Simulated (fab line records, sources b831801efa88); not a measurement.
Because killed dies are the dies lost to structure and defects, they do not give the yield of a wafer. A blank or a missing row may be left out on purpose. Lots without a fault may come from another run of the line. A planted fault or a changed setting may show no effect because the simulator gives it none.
fab line records	flow sky130
record lots=5	wafers=15	last-day=50
route steps=708 shown VIA2@508
lots untouched by any fault: they come from a run of this same line in which no faults occurred
start-h: the number of hours between the record's first day and the start of the first shown wafer of the lot	wait-h: hours from the lot's prior step to this one	" repeats the value in the row above	L1.1+2: several wafers, shown together as one row	- no value present, or no start provided	* or withheld: withheld	< > ~ a bound
route shown NAME@n: a module of which the file shows steps, and the number in the route of the first	usual: the fault-free wafers' mean and standard deviation	same: alike in all rows	chamber/n: place in a boat	sites: each site's reading	_std_site: standard deviation of those values	_edge_site: inner sites' mean taken away from outer sites' mean	radius-mm: how far each site lies from the wafer's centre	mask NAME#n: copy n	behind: the most recent tool/chamber to have shaped the wafer	hold: the reason the lot was held/the length of the hold in hours/how it ended	device: whichever transistor did not switch (one of n, p or np)	end of line: the same wafers' tests at the end of the route	a step without rows: its recipe alone	killed: dies lost to structure and defects at the first sort, not the wafer's yield	map: dies across one wafer; x = killed, . = not, _ = none there
set.NAME: the run value of the setting; set.NAME@STEP: its run value at that earlier step	model.NAME: the simulator's own value behind a step, which no gauge read
a table for each step, a row for each wafer; lots at some steps of the route
services: a tool's chamber out of use, with start hour (start-h, from the record's first day; less than 0 if before it), hours out, and reason
## steps
# step SKY_VIA2_THK_MEAS_01
# recipe reads=SiO2_of_VIA2_HDPCVD_00
# usual VIA2_HDPCVD_THK=1180/12
lot.wafer	tool	chamber	start-h	wait-h	VIA2_HDPCVD_THK[nm]
L079.1	film-metro-01	-	862.27	0.1	1176
L079.3	"	-	"	"	1190
L079.4	"	-	"	"	1180
L080.1	film-metro-01	-	877.97	0.1	1180
L080.3	"	-	"	"	1187
L080.5	"	-	"	"	1191
L086.2	film-metro-02	-	924.94	0.1	1186
L086.3	"	-	"	"	1179
L086.6	"	-	"	"	1182
L089.1	film-metro-02	-	947.56	0.1	1163
L089.4	"	-	"	"	1182
L089.6	"	-	"	"	1165
L092.1	film-metro-01	-	961.81	0.1	1181
L092.2	"	-	"	"	1200
L092.5	"	-	"	"	1191
# step SKY_VIA2_CMP_02
# recipe material=SiO2	down-force-psi=4	platen-rpm=60	pad-velocity-m-s=0.94248
# usual motor-current-A=12.1/1.8
lot.wafer	tool	chamber	start-h	wait-h	motor-current-A
L079.3	cmp-02	2	862.33	0.0	11.0
L079.1	"	3	"	"	11.3
L079.4	"	1	"	"	9.7
L080.1	cmp-01	1	878.03	0.1	11.6
L080.3	"	3	"	"	15.9
L080.5	"	2	"	"	10.9
L086.2	cmp-01	0	924.99	0.0	14.1
L086.3	"	2	"	"	10.8
L086.6	"	1	"	"	11.6
L089.1	cmp-01	0	947.67	0.1	14.2
L089.4	"	2	"	"	11.5
L089.6	"	3	"	"	15.9
L092.2	cmp-02	0	961.92	0.1	13.0
L092.1	"	2	"	"	10.6
L092.5	"	0	"	"	12.5
# step SKY_VIA2_BOW_MEAS_03
# recipe mode=bow
# usual VIA2_BOW=87/7.4
lot.wafer	tool	chamber	start-h	wait-h	VIA2_BOW[um]
L079.1	film-metro-02	-	862.63	0.2	90
L079.3	"	-	"	"	96
L079.4	"	-	"	"	87
L080.1	film-metro-02	-	878.33	0.2	93
L080.3	"	-	"	"	83
L080.5	"	-	"	"	84
L086.2	film-metro-02	-	925.31	0.3	78
L086.3	"	-	"	"	81
L086.6	"	-	"	"	67
L089.1	film-metro-01	-	947.92	0.2	96
L089.4	"	-	"	"	92
L089.6	"	-	"	"	97
L092.1	film-metro-04	-	962.17	0.1	94
L092.2	"	-	"	"	92
L092.5	"	-	"	"	85
# step SKY_VIA2_DEHYDRATE_04
# recipe temp-c=200	time-s=60
# usual heater-power-total-W=160.35/0.12
lot.wafer	tool	chamber	start-h	wait-h	heater-power-total-W
L079.1	litho-track-03	0	875.66	13.0	160.28
L079.3	"	0	"	"	160.25
L079.4	"	0	"	"	160.29
L080.1	litho-track-02	0	890.57	12.2	160.39
L080.3	"	0	"	"	160.36
L080.5	"	0	"	"	160.55
L086.2	litho-track-02	0	937.19	11.9	160.17
L086.3	"	0	"	"	160.36
L086.6	"	0	"	"	160.39
L089.1	litho-track-03	0	960.46	12.5	160.25
L089.4	"	0	"	"	160.38
L089.6	"	0	"	"	160.53
L092.1	litho-track-02	0	973.57	11.4	160.48
L092.2	"	0	"	"	160.45
L092.5	"	0	"	"	160.42
# step SKY_VIA2_HMDS_05
# recipe prime-time-s=60	prime-temp-c=120
lot.wafer	tool	chamber	start-h	wait-h
L079.1+3+4	litho-track-03	0	875.81	0.1
L080.1+3+5	litho-track-02	0	890.72	0.1
L086.2+3+6	litho-track-02	0	937.34	0.1
L089.1+4+6	litho-track-03	0	960.61	0.1
L092.1+2+5	litho-track-02	0	973.72	0.1
# step SKY_VIA2_COAT_06
# recipe resist=BARC	temp-c=withheld	time-s=withheld	spin-rpm=3000	resist-thk-nm=60
lot.wafer	tool	chamber	start-h	wait-h
L079.1+3+4	litho-track-03	0	875.96	0.1
L080.1+3+5	litho-track-02	0	890.87	0.1
L086.2+3+6	litho-track-02	0	937.49	0.1
L089.1+4+6	litho-track-03	0	960.76	0.1
L092.1+2+5	litho-track-02	0	973.87	0.1
# step SKY_VIA2_COAT_07
# recipe resist=KrF-thick	spin-rpm=3000	resist-thk-nm=450
lot.wafer	tool	chamber	start-h	wait-h
L079.1+3+4	litho-track-03	0	-	-
L080.1+3+5	litho-track-02	0	-	-
L086.2+3+6	litho-track-02	0	-	-
L089.1+4+6	litho-track-03	0	-	-
L092.1+2+5	litho-track-02	0	-	-
# step SKY_VIA2_SOFTBAKE_08
# recipe temp-c=100	time-s=90	resist=KrF-thick
# usual heater-power-total-W=57.35/0.12
lot.wafer	tool	chamber	start-h	wait-h	heater-power-total-W
L079.1	litho-track-03	0	-	-	57.21
L079.3	"	0	"	"	57.48
L079.4	"	0	"	"	57.27
L080.1	litho-track-02	0	-	-	57.30
L080.3	"	0	"	"	57.27
L080.5	"	0	"	"	57.15
L086.2	litho-track-02	0	-	-	57.48
L086.3	"	0	"	"	57.33
L086.6	"	0	"	"	57.21
L089.1	litho-track-03	0	-	-	57.32
L089.4	"	0	"	"	57.40
L089.6	"	0	"	"	57.16
L092.1	litho-track-02	0	-	-	57.46
L092.2	"	0	"	"	57.14
L092.5	"	0	"	"	57.47
# step SKY_VIA2_EXPOSE_09
# recipe mask-id=VIM2	na=0.8	source-shape=annular	sigma-inner=0.55	sigma-outer=0.85	target-cd-nm=200	dose-mj=38
lot.wafer	tool	chamber	start-h	wait-h	mask
L079.1+3+4	krf-scanner-02	0	-	-	VIM2#0
L080.1+3+5	krf-scanner-01	0	-	-	VIM2#0
L086.2+3+6	krf-scanner-02	0	-	-	VIM2#0
L089.1+4+6	krf-scanner-02	0	-	-	VIM2#0
L092.1+2+5	krf-scanner-02	0	-	-	VIM2#0
# step SKY_VIA2_PEB_10
# recipe peb-temp-c=withheld	peb-time-s=withheld	resist=KrF-thick
lot.wafer	tool	chamber	start-h	wait-h
L079.1+3+4	litho-track-01	0	-	-
L080.1+3+5	litho-track-02	0	-	-
L086.2+3+6	litho-track-02	0	-	-
L089.1+4+6	litho-track-02	0	-	-
L092.1+2+5	litho-track-02	0	-	-
# step SKY_VIA2_DEVELOP_11
# recipe develop-time-s=60	resist=KrF-thick	dev-temp-c=21
# usual developer-temp-C=20.99/0.12
lot.wafer	tool	chamber	start-h	wait-h	developer-temp-C
L079.1	litho-track-01	0	-	-	20.83
L079.3	"	0	"	"	20.92
L079.4	"	0	"	"	20.90
L080.1	litho-track-02	0	-	-	21.04
L080.3	"	0	"	"	21.19
L080.5	"	0	"	"	21.16
L086.2	litho-track-02	0	-	-	20.96
L086.3	"	0	"	"	21.01
L086.6	"	0	"	"	20.96
L089.1	litho-track-02	0	-	-	21.13
L089.4	"	0	"	"	20.98
L089.6	"	0	"	"	21.11
L092.1	litho-track-02	0	-	-	21.03
L092.2	"	0	"	"	20.97
L092.5	"	0	"	"	21.05
# step SKY_VIA2_CD_MEAS_12
# recipe target-cd-nm=200
# usual cd-nm=199.7/1.8
lot.wafer	tool	chamber	start-h	wait-h	cd-nm
L079.1	cd-sem-01	-	889.11	-	198.6
L079.3	"	-	"	"	198.4
L079.4	"	-	"	"	196.5
L080.1	cd-sem-01	-	904.72	-	198.3
L080.3	"	-	"	"	197.0
L080.5	"	-	"	"	199.7
L086.2	cd-sem-01	-	950.44	-	201.1
L086.3	"	-	"	"	199.4
L086.6	"	-	"	"	202.1
L089.1	cd-sem-02	-	972.97	-	199.5
L089.4	"	-	"	"	198.8
L089.6	"	-	"	"	198.9
L092.1	cd-sem-02	-	986.57	-	199.9
L092.2	"	-	"	"	199.5
L092.5	"	-	"	"	198.3
# step SKY_VIA2_OVL_MEAS_13
# usual VIA2_OVL=-2/6.5
lot.wafer	tool	chamber	start-h	wait-h	VIA2_OVL[nm]
L079.1	overlay-01	-	889.23	0.1	-9
L079.3	"	-	"	"	-14
L079.4	"	-	"	"	-9
L080.1	overlay-01	-	904.84	0.1	5
L080.3	"	-	"	"	-1
L080.5	"	-	"	"	-4
L086.2	overlay-01	-	950.55	0.1	0
L086.3	"	-	"	"	-9
L086.6	"	-	"	"	0
L089.1	overlay-02	-	973.09	0.1	-6
L089.4	"	-	"	"	1
L089.6	"	-	"	"	5
L092.1	overlay-02	-	986.69	0.1	-4
L092.2	"	-	"	"	3
L092.5	"	-	"	"	-3
# step SKY_VIA2_ETCH_14
# recipe chemistry=N2/H2	target=BARC	ion-energy-ev=200	source-w=500	bias-w=100	pressure-mtorr=30	n2-flow-sccm=100	h2-flow-sccm=200	stop-on=SiO2	time-s=45.9	target-depth-a=600
# usual drypump-motor-current-A=5.5/0.39	oes-product-au=0.855/0.005	throttle-valve-pct=13.226/0.0096
lot.wafer	tool	chamber	start-h	wait-h	drypump-motor-current-A	oes-product-au	rf-hours-counter-h	throttle-valve-pct
L079.1	rie-diel-02	1	889.26	0.0	5.6	0.857	21	13.229
L079.3	"	2	"	"	5.7	0.859	26	13.231
L079.4	"	3	"	"	6.3	0.861	-	13.219
L080.1	rie-diel-04	2	904.88	0.0	5.4	0.853	17	13.227
L080.3	"	3	"	"	5.3	0.843	7	13.224
L080.5	"	1	"	"	4.9	0.861	-	13.225
L086.2	rie-diel-04	1	950.58	0.0	4.9	0.852	11	13.226
L086.3	"	2	"	"	5.4	0.858	18	13.212
L086.6	"	3	"	"	5.3	0.850	-	13.220
L089.1	rie-diel-02	1	973.13	0.0	5.6	0.851	23	13.214
L089.4	"	1	"	"	5.6	0.856	-	13.226
L089.6	"	0	"	"	6.2	0.855	-	13.234
L092.1	rie-diel-04	3	986.73	0.0	5.3	0.859	9	13.212
L092.2	"	1	"	"	4.9	0.860	11	13.224
L092.5	"	2	"	"	5.4	0.854	-	13.218
## services
tool	chamber	start-h	hours	kind
krf-scanner-02	-	844.14	1.3	pm
krf-scanner-02	-	862.43	1.0	pm
krf-scanner-02	0	863.82	-	calibration
rie-diel-04	3	875.23	5.5	repair
rie-diel-02	0	882.10	8.4	repair
krf-scanner-02	-	888.61	4.4	pm
krf-scanner-02	-	897.02	0.3	repair
krf-scanner-01	-	900.54	0.8	pm
cmp-02	-	912.00	4.0	pm
cmp-02	-	916.00	-	consumable-replace:conditioner
cmp-02	-	916.00	-	consumable-replace:pad
krf-scanner-01	-	916.35	1.3	pm
krf-scanner-02	-	919.18	0.3	repair
krf-scanner-01	0	919.60	-	calibration
krf-scanner-01	-	942.21	36.0	pm
cmp-02	-	944.91	4.8	repair
rie-diel-04	1	967.04	4.1	repair
rie-diel-02	3	971.26	4.9	repair
rie-diel-04	-	971.53	2.8	pm
cmp-02	-	974.45	3.7	pm
krf-scanner-01	-	978.21	1.0	pm
## key
fault none
